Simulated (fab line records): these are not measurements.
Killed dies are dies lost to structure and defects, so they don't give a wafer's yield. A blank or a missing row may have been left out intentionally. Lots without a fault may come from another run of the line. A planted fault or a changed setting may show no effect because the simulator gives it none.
A lot that was struck, set against a sound lot ; flow sky130 ; 22 out of 708 route steps
Sound: the wafers L128.1, L128.2, L128.3. Struck: wafers L144.1, L144.2, L144.5. At the end, the cause is stated.
Order at every step that has rows: each side's tool, ch and its chambers, its first start. Under that, the readings that differ: sound wafers ; struck wafers ; difference of the means ; sigmas: that difference in standard deviations of wafers without a fault.
alike: same words and numbers on both sides, and readings whose means sit less than 2 such deviations apart. not compared: any withheld reading, any reading some wafer has no value for, any bound like >300 that may hide the same value, and any number with overlapping values for which the record gives no deviation.
The two part at a step that has a row with sigmas, a row that says differs or no value, or rows on one side only. Numbers that have no deviation but don't overlap get no sigmas and don't part them. A reading that every wafer of one side lacks parts them only if that side has two wafers or more.

SKY_POLY_GATE_THK_MEAS_21:
  sound on film-metro-02 at day 18 12:09; struck on film-metro-03 at day 23 17:17
reading;sound;struck;difference;sigmas
POLY_GATE_OXIDATION_THK (nm);4.17 4.21 4.14;3.94 3.90 3.97;-0.24;-2
SKY_POLY_GATE_CD_MEAS_22:
  sound on cd-sem-02 at day 18 12:13; struck on cd-sem-02 at day 23 17:21
  alike: cd-nm
then, 7 steps without rows for these wafers: SKY_LDD_N_DEHYDRATE_00 (time 60 s); SKY_LDD_N_HMDS_01 (prime time 60 s); SKY_LDD_N_COAT_02 (resist thk 300 nm); SKY_LDD_N_SOFTBAKE_03 (time 60 s); SKY_LDD_N_EXPOSE_04 (exposes mask NTM, target cd 840 nm); SKY_LDD_N_PEB_05; SKY_LDD_N_DEVELOP_06 (develop time 60 s).
SKY_LDD_N_OVL_MEAS_07:
  sound on overlay-01 at day 19 19:23; struck on overlay-02 at day 24 23:05
  alike: LDD_N_OVL
then, 2 steps without rows for these wafers: SKY_LDD_N_IMPLANT_08; SKY_LDD_N_IMPLANT_09.
SKY_LDD_N_IMPLANT_10:
  sound on implanter-03 ch 0, day 19 19:43; struck on implanter-01 ch 0, day 24 23:25
reading;sound;struck;difference;sigmas
beam-on-s (s);10.06 9.83 10.20;35.59 35.11 34.16;+24.92;+99 or more
dose-ions-cm2;7.506e+13 7.509e+13 7.494e+13;3.3748e+14 3.3755e+14 3.3745e+14;+2.6246e+14;+99 or more
faraday-current-uA;419 429 413;537 542 556;+125;+16
  alike: end-station-pressure-torr
then, 5 steps without rows for these wafers: SKY_LDD_N_IMPLANT_11; SKY_LDD_N_IMPLANT_12; SKY_LDD_N_IMPLANT_13; SKY_LDD_N_IMPLANT_14; SKY_LDD_N_IMPLANT_15.
SKY_LDD_N_STRIP_16: strips in O2/N2.
  sound on plasma-asher-03 ch 0,1, day 19 20:37; struck on plasma-asher-03 ch 0,1, day 25 00:19
reading;sound;struck;difference;sigmas
strip-time-to-endpoint-s (s);4.300 4.292 4.330;4.978 4.964 4.970;+0.663;+44
  alike: drypump-motor-current-A, oes-product-au
  not compared: rf-hours-counter-h
SKY_LDD_N_TW_MEAS_17:
  sound on film-metro-01 at day 19 20:43; struck on film-metro-04 at day 25 00:25
reading;sound;struck;difference;sigmas
LDD_N_TW;2617 2598 2613;2884 2890 2873;+273;+17
then, 1 step without rows for these wafers: SKY_LDD_P_DEHYDRATE_00 (time 60 s).
-- here the record skips 25 days between the struck wafers' starts before and after, leaving off in module LDD_P and picking up in module PAD_OPEN (first step shown: number 708 of the route) --
SKY_PAD_OPEN_PROBE_99:
  sound on prober-02 at day 47 05:00; struck on prober-02 at day 50 10:23
reading;sound;struck;difference;sigmas
model.etest.tip-n.rs-ohm-sq;440.3 442.7 442.1;312.8 313.3 311.7;-129.1;
model.etest.nfet_01v8.r-on-ohm-um;799.1 803.2 832.1;785.8 770.9 786.8;-30.3;
model.etest.nfet_01v8_swapped.drive-ua-um;522.6 521 509;539.2 538.4 536.6;+20.5;
model.etest.nfet_01v8_turned.drive-ua-um;521.8 525.3 505.5;547.5 543 539.1;+25.7;
model.etest.nfet_01v8_lvt.drive-ua-um;594.3 593.9 574.1;606.8 606.9 605.6;+19.0;
model.etest.nfet_01v8.drive-ua-um;518.4 521.9 506.1;533.9 532.7 533.1;+17.8;
model.etest.sram-nfet-pass.drive-ua-um;506 507.4 503.6;516.3 527.5 536.1;+21.0;
model.etest.nfet_01v8_swapped.off-log10-a-um;-13.23 -13.24 -13.23;-13.21 -13.19 -13.2;+0.03;
  alike: killed_at_M0_to_M3, killed_at_M4_up, killed-at-contacts, killed-at-front-end, killed-at-other, killed-dies, killed-open, killed-short

## WHERE THEY PART
At SKY_POLY_GATE_THK_MEAS_21 first; at SKY_LDD_N_TW_MEAS_17 last (within this record only). Later steps at which nothing parts them and some readings are alike: SKY_PAD_OPEN_PROBE_99.

WHY: what the simulator had put in
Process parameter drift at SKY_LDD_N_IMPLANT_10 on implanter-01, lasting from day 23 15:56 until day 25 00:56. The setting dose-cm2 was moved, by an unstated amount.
